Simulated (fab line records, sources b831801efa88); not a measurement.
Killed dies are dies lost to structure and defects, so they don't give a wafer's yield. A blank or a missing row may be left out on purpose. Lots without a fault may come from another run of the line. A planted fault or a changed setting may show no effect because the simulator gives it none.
fab line records | flow sfq_line
record lots=7 wafers=21 last_day=92
route steps=325 shown I7@303 M8@311
lots that met no fault: from a run of the same line without faults
start_h: hours from the record's first day to the start of the lot's first wafer shown | wait_h: hours since the lot's step before | " the same as in the row above | L1.1+2: a row that stands for several wafers | - no value, or no start given | * or withheld: withheld | < > ~ a bound
route shown NAME@n: a module of which the file shows steps, and the number in the route of the first | usual: mean/standard deviation of fault-free wafers | same: alike in all rows | chamber/n: place in a boat | sites: the reading at each site | _std_site: their standard deviation | _edge_site: outer sites' mean less inner sites' | radius_mm: how far each site lies from the wafer's centre | mask NAME#n: copy n | behind: the tool/chamber that last shaped the wafer | hold: why the lot was held/for how many hours/how that ended | device: the transistor (n, p or np) that didn't switch | end of line: the same wafers' tests at the end of the route | a step without rows: its recipe alone | killed: dies lost to structure and defects at the first sort, not the wafer's yield | map: a wafer's dies, x killed, . not, _ none there
set.NAME: the setting as run; set.NAME@STEP: as run at that earlier step | model.NAME: the simulator's own value behind a step, which no gauge read
lots at some steps of the route; a table a step, a row a wafer
services: from which hour (start_h, from the record's first day; less than 0 if before it) a tool's chamber was out of use, for how many hours, and why
## steps
# step SFQ_TRILAYER_I7_VIA_LITHO_EXPOSE_188
# recipe mask_id=I7 na=0.6 source_shape=conventional sigma_outer=0.65 target_cd_nm=1000 dose_mj=21.3
# step SFQ_TRILAYER_I7_VIA_LITHO_PEB_190
# recipe peb_temp_c=115 peb_time_s=60 resist=KrF
# step SFQ_TRILAYER_I7_VIA_LITHO_DEVELOP_189
# recipe time_s=60 resist=KrF
# step SFQ_I7_OVL_MEAS_947
# usual I7_OVL=-4/4.9
# columns lot.wafer tool chamber start_h wait_h I7_OVL[nm]
L278.1 overlay-02 - 1931.09 0.1 -3
L278.2 " - " " -3
L278.3 " - " " -3
L285.2 overlay-02 - 2043.43 0.1 -1
L285.5 " - " " -2
L285.6 " - " " 1
L286.2 overlay-01 - 2044.63 0.1 1
L286.4 " - " " -1
L286.5 " - " " -1
L287.1 overlay-01 - 2045.82 0.1 -4
L287.2 " - " " -8
L287.6 " - " " -8
L292.2 overlay-01 - 2094.38 0.1 -7
L292.4 " - " " -10
L292.5 " - " " -13
L293.1 overlay-01 - 2096.80 0.1 -5
L293.3 " - " " -7
L293.4 " - " " -5
L296.1 overlay-02 - 2191.95 0.1 -15
L296.2 " - " " -15
L296.6 " - " " -15
# step SFQ_TRILAYER_I7_VIA_BARC_OPEN_VIA_ETCH_260
# recipe mask_material=PR chemistry=O2 target_depth_nm=125 target=BARC source_w=500 bias_w=80 pressure_mtorr=30 time_s=41.7
# usual drypump_motor_current_A=5.8/0.43 oes_product_au=0.685/0.005
# columns lot.wafer tool chamber start_h wait_h drypump_motor_current_A oes_product_au rf_hours_counter_h
L278.1 rie_diel-02 3 1931.13 0.0 5.6 0.680 8
L278.2 " 0 " " 5.6 0.695 8
L278.3 " 1 " " 5.6 0.689 16
L285.2 rie_diel-02 0 2043.46 0.0 5.6 0.692 10
L285.5 " 1 " " 5.6 0.688 -
L285.6 " 0 " " 5.6 0.684 -
L286.2 rie_diel-03 1 2044.66 0.0 6.5 0.674 4
L286.4 " 0 " " 5.4 0.688 6
L286.5 " 2 " " 5.9 0.680 -
L287.1 rie_diel-01 2 2045.86 0.0 5.9 0.682 1
L287.2 " 1 " " 5.4 0.673 4
L287.6 " 3 " " 6.7 0.679 -
L292.2 rie_diel-02 3 2094.41 0.0 5.6 0.681 11
L292.4 " 1 " " 5.6 0.688 19
L292.5 " 2 " " 6.0 0.688 -
L293.1 rie_diel-01 0 2096.83 0.0 5.6 0.688 6
L293.3 " 1 " " 5.4 0.687 5
L293.4 " 2 " " 5.9 0.681 3
L296.1 rie_diel-01 3 2191.98 0.0 6.7 0.687 5
L296.2 " 0 " " 5.6 0.692 6
L296.6 " 2 " " 5.9 0.694 -
# step SFQ_TRILAYER_I7_VIA_ETCH_VIA_ETCH_190
# recipe target=SiO2 stop_on=Nb mask_material=PR taper_deg=20 chemistry=CHF3 target_depth_nm=260 source_w=500 bias_w=80 pressure_mtorr=30 time_s=withheld
# usual drypump_motor_current_A=5.8/0.43 oes_product_au=0.856/0.0051
# columns lot.wafer tool chamber start_h wait_h drypump_motor_current_A oes_product_au
L278.1 rie_diel-02 3 1931.17 0.0 5.6 0.848
L278.2 " 0 " " 5.6 0.852
L278.3 " 1 " " 5.6 0.858
L285.2 rie_diel-02 0 2043.50 0.0 5.6 0.850
L285.5 " 1 " " 5.6 0.853
L285.6 " 0 " " 5.6 0.848
L286.2 rie_diel-03 1 2044.70 0.0 6.5 0.855
L286.4 " 0 " " 5.3 0.846
L286.5 " 2 " " 5.9 0.859
L287.1 rie_diel-01 2 2045.90 0.0 5.9 0.855
L287.2 " 1 " " 5.4 0.852
L287.6 " 3 " " 6.7 0.859
L292.2 rie_diel-02 3 2094.45 0.0 5.6 0.854
L292.4 " 1 " " 5.6 0.843
L292.5 " 2 " " 6.1 0.855
L293.1 rie_diel-01 0 2096.87 0.0 5.6 0.860
L293.3 " 1 " " 5.4 0.858
L293.4 " 2 " " 5.9 0.855
L296.1 rie_diel-01 3 2192.02 0.0 6.7 0.853
L296.2 " 0 " " 5.6 0.853
L296.6 " 2 " " 5.9 0.856
# step SFQ_TRILAYER_I7_VIA_STRIP_STRIP_191
# recipe gas=O2 power_w=200 platen_temp_c=40 overash_fraction=0.65 chemistry=O2 pressure_mtorr=50
# usual drypump_motor_current_A=5.7/0.33 oes_product_au=1.000/0.011
# columns lot.wafer tool chamber start_h wait_h drypump_motor_current_A oes_product_au rf_hours_counter_h
L278.1 rie_metal-02 0 1931.28 - 5.5 0.976 58
L278.2 " 1 " " 6.3 1.008 101
L278.3 " 1 " " 6.3 0.997 -
L285.2 rie_metal-01 0 2043.61 - 5.5 1.002 12
L285.5 " 1 " " 5.4 1.000 -
L285.6 " 0 " " 5.5 1.003 -
L286.2 rie_metal-04 0 2044.81 - 5.8 1.008 109
L286.4 " 1 " " 6.2 1.002 -
L286.5 " 1 " " 6.2 1.000 -
L287.1 rie_metal-02 1 2046.01 - 6.3 1.017 112
L287.2 " 0 " " 5.5 0.974 72
L287.6 " 1 " " 6.3 1.014 -
L292.2 rie_metal-04 0 2094.56 - 5.8 1.001 115
L292.4 " 0 " " 5.8 0.988 -
L292.5 " 0 " " 5.8 0.997 -
L293.1 rie_metal-04 0 2096.98 - 5.8 0.996 116
L293.3 " 1 " " 6.1 1.002 -
L293.4 " 0 " " 5.8 0.983 -
L296.1 rie_metal-02 0 2192.13 - 5.5 0.986 91
L296.2 " 1 " " 6.3 1.015 0
L296.6 " 0 " " 5.5 0.983 -
# step SFQ_TRILAYER_I7_VIA_STRIP_SOLV_CLEAN_192
# recipe chemistry=NMP temp_c=70 time_s=600
# step SFQ_TRILAYER_M8_LITHO_LOR_COAT_197
# recipe resist=lift-off spin_rpm=3000
# step SFQ_TRILAYER_M8_LITHO_LOR_BAKE_198
# recipe resist=lift-off temp_c=withheld time_s=withheld
# step SFQ_TRILAYER_M8_LITHO_COAT_193
# recipe resist=KrF spin_rpm=3000 resist_thk_nm=600
# step SFQ_TRILAYER_M8_LITHO_SOFTBAKE_199
# recipe temp_c=withheld time_s=withheld resist=KrF
# step SFQ_TRILAYER_M8_LITHO_EXPOSE_194
# recipe mask_id=M8 na=0.6 source_shape=conventional sigma_outer=0.65 target_cd_nm=2000 dose_mj=14.4
# usual exposure_dose_mJ_cm2=14.404/0.013 focus_offset_nm=-0.1/0.56
# columns lot.wafer tool chamber start_h wait_h mask exposure_dose_mJ_cm2 focus_offset_nm
L278.1 krf_scanner-02 0 1935.92 - M8#0 14.415 1.3
L278.2 " 0 " " M8#0 14.408 0.2
L278.3 " 0 " " M8#0 14.393 1.3
L285.2 krf_scanner-01 - 2051.77 - M8#0 - -
L285.5 " - " " M8#0 - -
L285.6 " - " " M8#0 - -
L286.2 krf_scanner-01 - 2052.97 - M8#0 - -
L286.4 " - " " M8#0 - -
L286.5 " - " " M8#0 - -
L287.1 krf_scanner-01 - 2053.97 - M8#0 - -
L287.2 " - " " M8#0 - -
L287.6 " - " " M8#0 - -
L292.2 krf_scanner-01 0 2099.10 - M8#0 14.408 -0.7
L292.4 " 0 " " M8#0 14.410 -0.4
L292.5 " 0 " " M8#0 14.418 -1.0
L293.1 krf_scanner-02 0 2105.33 - M8#0 14.397 0.3
L293.3 " 0 " " M8#0 14.398 -0.8
L293.4 " 0 " " M8#0 14.382 0.4
L296.1 krf_scanner-02 0 2194.21 - M8#0 14.412 0.2
L296.2 " 0 " " M8#0 14.391 0.4
L296.6 " 0 " " M8#0 14.421 1.0
# step SFQ_TRILAYER_M8_LITHO_PEB_196
# recipe peb_temp_c=115 peb_time_s=60 resist=KrF
## services
# columns tool chamber start_h hours kind
krf_scanner-01 - 1924.67 1.3 pm
rie_diel-01 2 1926.34 1.8 repair
krf_scanner-02 - 1930.79 4.4 pm
rie_metal-04 0 1944.04 10.8 repair
rie_diel-01 - 1945.60 2.8 pm
krf_scanner-01 - 1951.32 0.8 pm
rie_diel-01 2 1954.18 2.8 repair
rie_metal-02 0 1956.48 21.4 repair
rie_metal-02 1 1967.34 28.0 repair
krf_scanner-01 - 1985.82 4.0 pm
krf_scanner-01 - 1995.06 0.8 pm
rie_diel-02 1 2001.44 6.1 repair
rie_diel-02 - 2010.86 0.3 repair
krf_scanner-01 - 2040.92 1.0 pm
krf_scanner-01 - 2075.53 0.5 repair
rie_diel-02 2 2085.63 5.6 repair
krf_scanner-01 - 2100.10 1.3 pm
rie_diel-01 2 2102.81 16.6 repair
krf_scanner-01 - 2120.60 0.8 pm
rie_diel-02 0 2135.69 16.3 repair
rie_diel-02 - 2135.90 15.6 pm
rie_diel-02 1 2157.62 22.2 repair
rie_diel-02 2 2164.20 4.2 repair
rie_diel-01 1 2169.23 3.4 repair
## key
first_sign step=SFQ_TRILAYER_M8_LITHO_EXPOSE_194 reading=tool_record direction=missing
effect none on later readings
met_at SFQ_TRILAYER_M8_LITHO_EXPOSE_194
struck_wafers L285.2,L285.5,L285.6,L286.2,L286.4,L286.5,L287.1,L287.2,L287.6
fault kind=skipped_step_whole tool=krf_scanner-01 chamber=- onset_h=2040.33 steps=SFQ_TRILAYER_M8_LITHO_EXPOSE_194 scope=struck_lots_only
